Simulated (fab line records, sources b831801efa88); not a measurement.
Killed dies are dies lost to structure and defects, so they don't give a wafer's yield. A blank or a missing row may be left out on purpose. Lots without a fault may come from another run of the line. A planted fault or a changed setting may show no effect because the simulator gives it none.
Chamber matching | flow sky130 | SKY_VIA4_ETCH_12 on rie_diel-02: 4 sister chambers
The step etches SiO2 in C4F8/O2/Ar, stops on TiN, target depth 580 nm. 16 wafers are shown with their chamber, then 8 later ones without.

WAFERS WITH THEIR CHAMBER
wafer  | chamber | oes_product_au (a.u.)
L075.1 | 1       | 0.930
L075.5 | 3       | 0.931
L075.6 | 2       | 0.925
L077.3 | 3       | 0.917
L077.5 | 1       | 0.933
L077.6 | 2       | 0.920
L082.1 | 3       | 0.927
L082.4 | 1       | 0.927
L082.5 | 0       | 0.927
L084.3 | 2       | 0.923
L084.4 | 0       | 0.931
L084.5 | 0       | 0.925
L086.2 | 0       | 0.932
L086.3 | 2       | 0.927
L086.6 | 0       | 0.923
L094.2 | 3       | 0.926

SIGNATURES (means of the wafers above)
reading        | chamber 0 | chamber 1 | chamber 2 | chamber 3 | scatter within a chamber
oes_product_au | 0.92760   | 0.93000   | 0.92375   | 0.92525   | 0.00417
Rule: a wafer's distance from a chamber is the root of the sum, over the readings, of the square of ((its reading less the chamber's mean) divided by the reading's scatter). The wafer belongs to the nearest chamber; if the next one is less than 2 further off, it can't be placed. The scatter: the root of (the sum of the squares of (reading less its chamber's mean) over the shown wafers, divided by (wafers less chambers)).

WAFERS WITHOUT THEIR CHAMBER
wafer  | oes_product_au (a.u.)
L094.4 | 0.936
L094.6 | 0.916
L096.1 | 0.927
L096.4 | 0.926
L096.5 | 0.926
L097.1 | 0.929
L097.2 | 0.915
L097.4 | 0.923

WHICH CHAMBER EACH WENT THROUGH
wafer  | from the rows above               | in truth
L094.4 | can't be placed: 1 or 0 or 3 or 2 | 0
L094.6 | can't be placed: 2 or 3 or 0 or 1 | 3
L096.1 | can't be placed: 0 or 3 or 1 or 2 | 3
L096.4 | can't be placed: 3 or 0 or 2 or 1 | 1
L096.5 | can't be placed: 3 or 0 or 2 or 1 | 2
L097.1 | can't be placed: 1 or 0 or 3 or 2 | 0
L097.2 | can't be placed: 2 or 3 or 0 or 1 | 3
L097.4 | can't be placed: 2 or 3 or 0 or 1 | 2
Placed correctly: 0 of 8. Can't be placed from these rows: 8 (the true chamber is among the candidates in 8). Placed wrongly: 0.
